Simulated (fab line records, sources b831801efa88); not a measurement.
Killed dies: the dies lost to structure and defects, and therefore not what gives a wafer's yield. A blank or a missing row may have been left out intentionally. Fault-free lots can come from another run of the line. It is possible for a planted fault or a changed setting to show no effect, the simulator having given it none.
The same fault as seen by 2 desks ; flow sky130 ; numbers are kept per desk, each desk with only its own; the story behind them comes last

METROLOGY DESK
What the gauges read, lot by lot, whatever tool the lot ran on: means of the sampled wafers that have a number. The brackets show how far a lot's mean lies from the usual mean; more than 4 standard deviations puts the lot out of limits, marked OUT.
Columns: A = POLY_GATE_TW at SKY_RES_PROTECT_TW_MEAS_08, usual 4017; B = POLY_GATE_CVD_03_THK at SKY_POLY_GATE_THK_MEAS_04, usual 75.3 nm; C = cdNm at SKY_POLY_GATE_CD_MEAS_13, usual 150.1 nm; D = POLY_GATE_OVL at SKY_POLY_GATE_OVL_MEAS_14, usual 0 nm
lot;first seen here;A;B;C;D
L470;day 16 14:46;4026;75.7;151.3;-2
L475;day 18 08:35;4035;74.4;150.5;-1
L477;day 18 22:23;4058;74.8;148.2;-1
L488;day 23 01:58;3961;75.1;149.9;4
L487;day 23 03:29;4068;75.8;152.8;-1
L489;day 23 09:14;3968;75.5;151.8;2
This desk's verdict: no lot among the 6 shows anything out of limits.

DESK OF THE TOOL OWNER: lithoTrack-03
Per lot that ran on this tool, the mean of the sampled wafers carrying a number, from the tool's own readings at SKY_POLY_GATE_SOFTBAKE_09 (time 90 s). The brackets show how far a lot's mean lies from the usual mean; more than 4 standard deviations puts the lot out of limits, marked OUT.
Columns: A = heaterPowerTotalW at SKY_POLY_GATE_SOFTBAKE_09, usual 57.35 W; B = plateTempC at SKY_POLY_GATE_SOFTBAKE_09, usual 99.97 C
lot;first seen here;A;B
L475;day 19 01:00;57.33;100.00
L477;day 19 15:00;57.29;99.87
L487;day 23 20:00;53.43 (-36) OUT;95.05 (-49) OUT
L489;day 24 01:00;53.27 (-37) OUT;94.92 (-50) OUT
Finding of this desk: L487, L489 out of limits; the first was L487 at day 23 20:00, on heaterPowerTotalW at SKY_POLY_GATE_SOFTBAKE_09. L475, L477 stayed within limits.

TAKEN TOGETHER
The tool owner's desk had the chance to raise an alarm at day 23 20:00 on L487, L489.
The metrology desk saw nothing out of limits.
The metrology desk holds a record of L487, L489, inside its limits.
On lithoTrack-03, each named lot ran SKY_POLY_GATE_SOFTBAKE_09.

WHAT HAD BEEN PUT IN BY THE SIMULATOR
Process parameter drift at SKY_POLY_GATE_SOFTBAKE_09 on lithoTrack-03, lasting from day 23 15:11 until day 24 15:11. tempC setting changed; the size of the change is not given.
Shown lots that were struck: L487, L489.
How many hours passed from the start of the fault until each desk's first out-of-limits reading: the tool owner's desk, 5.
